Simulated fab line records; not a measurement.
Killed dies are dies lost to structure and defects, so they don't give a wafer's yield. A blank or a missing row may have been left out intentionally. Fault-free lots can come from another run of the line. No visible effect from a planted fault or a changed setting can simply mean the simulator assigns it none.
Which of the tools did it? | flow sky130 | 24 lots, 72 wafers sampled, at 3 steps of a route of 708

== WHAT THE GAUGES SHOWED, per wafer ==
SKY_LI_CONTACT_BOW_MEAS_03. Usual: for LI_CONTACT_BOW the level is 56 um and the standard deviation is 7.
lot  | measured     | on            | LI_CONTACT_BOW (um) | flag
L074 | day 28 04:44 | film_metro-04 | 59 60 63            |
L075 | day 28 17:07 | film_metro-04 | 58 60 39            |
L076 | day 28 21:06 | film_metro-04 | 61 61 74            |
L077 | day 29 12:59 | film_metro-04 | 47 60 44            |
L079 | day 30 09:32 | film_metro-04 | 52 51 57            |
L080 | day 30 10:05 | film_metro-01 | 52 61 69            |
L078 | day 30 10:23 | film_metro-04 | 61 52 56            |
L081 | day 30 12:53 | film_metro-04 | 53 59 53            |
L082 | day 31 09:23 | film_metro-03 | 50 66 57            |
L083 | day 31 12:32 | film_metro-04 | 50 60 74            |
L085 | day 31 21:04 | film_metro-01 | 51 53 59            |
L084 | day 32 01:17 | film_metro-01 | 62 62 69            |
L086 | day 32 04:42 | film_metro-04 | 46 54 50            |
L087 | day 32 15:54 | film_metro-03 | 55 52 48            |
L088 | day 32 21:56 | film_metro-04 | 53 50 60            |
L089 | day 33 07:50 | film_metro-01 | 65 55 50            |
L090 | day 33 16:21 | film_metro-01 | 41 54 55            |
L092 | day 34 07:58 | film_metro-04 | 54 51 37            |
L091 | day 34 12:02 | film_metro-03 | 58 55 58            |
L093 | day 34 13:05 | film_metro-01 | 45 73 55            |
L094 | day 34 23:50 | film_metro-04 | 56 65 47            |
L096 | day 35 07:12 | film_metro-04 | 52 61 53            |
L095 | day 35 14:13 | film_metro-04 | 54 52 46            |
L097 | day 36 04:11 | film_metro-01 | 55 59 64            |

SKY_METAL2_RS_MEAS_05: measurement is done with a four-point probe. Usual: for METAL2_ALCU_RS the level is 0.1268 ohm/sq and the standard deviation is 0.0016.
lot  | measured     | on            | METAL2_ALCU_RS (ohm/sq) | flag
L074 | day 34 09:00 | film_metro-02 | 0.1278 0.1265 0.1259    |
L075 | day 34 18:44 | film_metro-04 | 0.1266 0.1266 0.1254    |
L076 | day 34 23:10 | film_metro-03 | 0.1283 0.1294 0.1278    |
L077 | day 35 14:03 | film_metro-03 | 0.1286 0.1271 0.1275    |
L079 | day 36 10:13 | film_metro-02 | 0.1300 0.1302 0.1300    |
L080 | day 36 10:27 | film_metro-02 | 0.1269 0.1261 0.1244    |
L078 | day 36 10:48 | film_metro-03 | 0.1285 0.1262 0.1274    |
L081 | day 36 13:13 | film_metro-04 | 0.1280 0.1264 0.1268    |
L082 | day 37 08:59 | film_metro-04 | 0.1270 0.1288 0.1266    |
L083 | day 37 12:14 | film_metro-02 | 0.1238 0.1259 0.1259    |
L085 | day 37 17:59 | film_metro-03 | 0.1308 0.1281 0.1297    |
L084 | day 37 23:34 | film_metro-03 | 0.1282 0.1264 0.1280    |
L086 | day 38 03:26 | film_metro-03 | 0.1283 0.1269 0.1270    |
L087 | day 38 13:23 | film_metro-04 | 0.1286 0.1279 0.1268    |
L088 | day 38 19:08 | film_metro-04 | 0.1258 0.1248 0.1272    |
L089 | day 39 04:22 | film_metro-02 | 0.1260 0.1242 0.1237    |
L090 | day 39 10:34 | film_metro-03 | 0.1270 0.1291 0.1269    |
L092 | day 40 02:46 | film_metro-04 | 0.1241 0.1256 0.1238    |
L091 | day 40 06:01 | film_metro-04 | 0.1250 0.1248 0.1254    |
L093 | day 40 07:37 | film_metro-04 | 0.1263 0.1276 0.1261    |
L094 | day 40 17:01 | film_metro-03 | 0.1247 0.1247 0.1241    |
L096 | day 40 23:58 | film_metro-03 | 0.1278 0.1276 0.1281    |
L095 | day 41 05:57 | film_metro-02 | 0.1249 0.1257 0.1256    |
L097 | day 41 18:56 | film_metro-04 | 0.1254 0.1270 0.1258    |

== TOOL THAT RAN EACH LOT (tool first, then ch and the chambers of the sampled wafers, then the start) ==
lot  | SKY_LOCAL_INTERCONNECT_STRIP_15
L074 | plasma_asher-04 ch 0,1, day 30 14:49
L075 | plasma_asher-04 ch 0,1, day 31 03:24
L076 | plasma_asher-04 ch 0,1, day 31 07:01
L077 | plasma_asher-04 ch 0,1, day 31 22:17
L079 | plasma_asher-04 ch 0,1, day 32 19:19
L080 | plasma_asher-03 ch 0,1, day 32 19:32
L078 | plasma_asher-03 ch 1, day 32 20:07
L081 | plasma_asher-04 ch 0,1, day 32 22:20
L082 | plasma_asher-04 ch 0,1, day 33 17:40
L083 | plasma_asher-01 ch 1, day 33 21:37
L085 | plasma_asher-04 ch 0,1, day 34 05:05
L084 | plasma_asher-01 ch 0,1, day 34 10:08
L086 | plasma_asher-01 ch 0,1, day 34 13:28
L087 | plasma_asher-04 ch 0,1, day 34 23:36
L088 | plasma_asher-03 ch 0,1, day 35 05:40
L089 | plasma_asher-03 ch 0,1, day 35 15:07
L090 | plasma_asher-04 ch 0,1, day 35 23:16
L092 | plasma_asher-01 ch 0,1, day 36 15:19
L091 | plasma_asher-03 ch 0,1, day 36 18:52
L093 | plasma_asher-01 ch 0,1, day 36 20:17
L094 | plasma_asher-03 ch 0,1, day 37 07:20
L096 | plasma_asher-03 ch 0,1, day 37 13:48
L095 | plasma_asher-01 ch 0,1, day 37 20:22
L097 | plasma_asher-03 ch 0,1, day 38 10:23
- SKY_LOCAL_INTERCONNECT_STRIP_15: strips in O2/N2.

== WHAT THE TOOLS THEMSELVES READ (means of the sampled wafers that have a number; where no wafer has one, the mark that the record gives instead) ==
SKY_LOCAL_INTERCONNECT_STRIP_15. Usual: drypump_motor_current_A 6.12 A, standard deviation 0.23; oes_product_au 0.427 a.u., standard deviation 0.0044; strip_time_to_endpoint_s 4.722 s, standard deviation 0.022.
lot  | tool            | drypump_motor_current_A (A) | oes_product_au (a.u.) | strip_time_to_endpoint_s (s) | flag
L074 | plasma_asher-04 | 6.18                        | 0.426                 | 4.744                        |
L075 | plasma_asher-04 | 6.13                        | 0.424                 | 4.708                        |
L076 | plasma_asher-04 | 6.17                        | 0.424                 | 4.715                        |
L077 | plasma_asher-04 | 6.19                        | 0.426                 | 4.714                        |
L079 | plasma_asher-04 | 6.16                        | 0.426                 | 4.700                        |
L080 | plasma_asher-03 | 6.28                        | 0.427                 | 4.718                        |
L078 | plasma_asher-03 | 6.51                        | 0.426                 | 4.757                        |
L081 | plasma_asher-04 | 6.13                        | 0.423                 | 4.680                        |
L082 | plasma_asher-04 | 6.13                        | 0.424                 | 4.717                        |
L083 | plasma_asher-01 | 5.90                        | 0.428                 | 4.719                        |
L085 | plasma_asher-04 | 6.18                        | 0.425                 | 4.703                        |
L084 | plasma_asher-01 | 5.98                        | 0.429                 | 4.698                        |
L086 | plasma_asher-01 | 5.97                        | 0.426                 | 4.713                        |
L087 | plasma_asher-04 | 6.18                        | 0.426                 | 4.748                        |
L088 | plasma_asher-03 | 6.29                        | 0.430                 | 4.715                        |
L089 | plasma_asher-03 | 6.02                        | 0.427                 | 4.714                        |
L090 | plasma_asher-04 | 6.17                        | 0.430                 | 4.737                        |
L092 | plasma_asher-01 | 6.08                        | 0.427                 | 4.722                        |
L091 | plasma_asher-03 | 6.03                        | 0.425                 | 4.727                        |
L093 | plasma_asher-01 | 5.98                        | 0.424                 | 4.735                        |
L094 | plasma_asher-03 | 6.05                        | 0.427                 | 4.742                        |
L096 | plasma_asher-03 | 6.26                        | 0.426                 | 4.744                        |
L095 | plasma_asher-01 | 5.99                        | 0.432                 | 4.737                        |
L097 | plasma_asher-03 | 6.28                        | 0.425                 | 4.736                        |

== THE ANSWER, worked out from the rows above alone ==
Rule: a lot counts as off when the mean over its wafers that have a number is more than 3 standard deviations away from the usual mean. A lot without any number at a reading at which 4 lots or more have one is off too. The other lots that the step has rows for count as sound. First the gauges in route order, then the tools' own readings, where a lot's mean is used as printed above. At the first step where some lot is off, the reading lying furthest off is the one used; lots without a number count as furthest.
No lot is off at any reading shown: from this, nothing can be told.

== WHAT THE SIMULATOR PUT IN ==
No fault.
